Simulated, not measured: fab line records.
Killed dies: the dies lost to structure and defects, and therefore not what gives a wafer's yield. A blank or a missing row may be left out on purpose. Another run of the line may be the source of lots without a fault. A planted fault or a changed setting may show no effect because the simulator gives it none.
Which tool is to blame? :: flow sky130 :: at 1 step of a route of 708, 12 lots with 36 wafers sampled

== WHAT THE GAUGES READ, wafer by wafer ==
SKY_VT_ADJUST_HVTR_OVL_MEAS_08.
lot: L075
measured: day 10 06:37
on: overlay-01
VT_ADJUST_HVTR_OVL (nm): -3.8 -2.6 -3.1

lot: L077
measured: day 10 11:30
on: overlay-01
VT_ADJUST_HVTR_OVL (nm): -1.8 1.9 -2.0

lot: L079
measured: day 10 18:12
on: overlay-02
VT_ADJUST_HVTR_OVL (nm): 0.4 0.6 1.9

lot: L081
measured: day 11 19:09
on: overlay-02
VT_ADJUST_HVTR_OVL (nm): -0.8 0.8 0.5

lot: L083
measured: day 12 10:33
on: overlay-02
VT_ADJUST_HVTR_OVL (nm): -0.6 -1.2 -0.4

lot: L085
measured: day 13 06:10
on: overlay-02
VT_ADJUST_HVTR_OVL (nm): -3.8 -2.0 -3.1

lot: L087
measured: day 13 10:02
on: overlay-02
VT_ADJUST_HVTR_OVL (nm): -3.0 -3.1 -3.2

lot: L089
measured: day 13 23:38
on: overlay-02
VT_ADJUST_HVTR_OVL (nm): -1.3 -1.1 -1.0

lot: L091
measured: day 14 19:57
on: overlay-01
VT_ADJUST_HVTR_OVL (nm): -2.4 -1.4 -1.8

lot: L093
measured: day 15 20:00
on: overlay-02
VT_ADJUST_HVTR_OVL (nm): -1.8 -3.4 -1.5

lot: L094
measured: day 16 07:09
on: overlay-01
VT_ADJUST_HVTR_OVL (nm): 0.1 -2.6 -1.9

lot: L097
measured: day 16 18:41
on: overlay-02
VT_ADJUST_HVTR_OVL (nm): -2.2 0.0 -1.1

== WHICH TOOL RAN EACH LOT (tool, then ch and the chambers of the sampled wafers, then the start) ==
The record holds no process step before these readings.

== THE ANSWER, worked out from the rows above alone ==
Rule: what is usual is taken from the lots themselves. Put in order of their means at a reading, lots are off if they are a third of the lots or fewer, leave a main group of 4 or more, and stand apart from it by a gap of 3 or more times the standard deviation of the main group's means; of several such gaps the widest counts. A main group is skipped when, at the precision printed for the reading in the tables above, its means are all equal. Also off: a lot with no number at a reading for which 4 or more lots have one. All remaining lots with rows at the step are treated as sound.
Nothing can be told from this: no lot is off at any reading shown.

== WHAT THE SIMULATOR PUT IN ==
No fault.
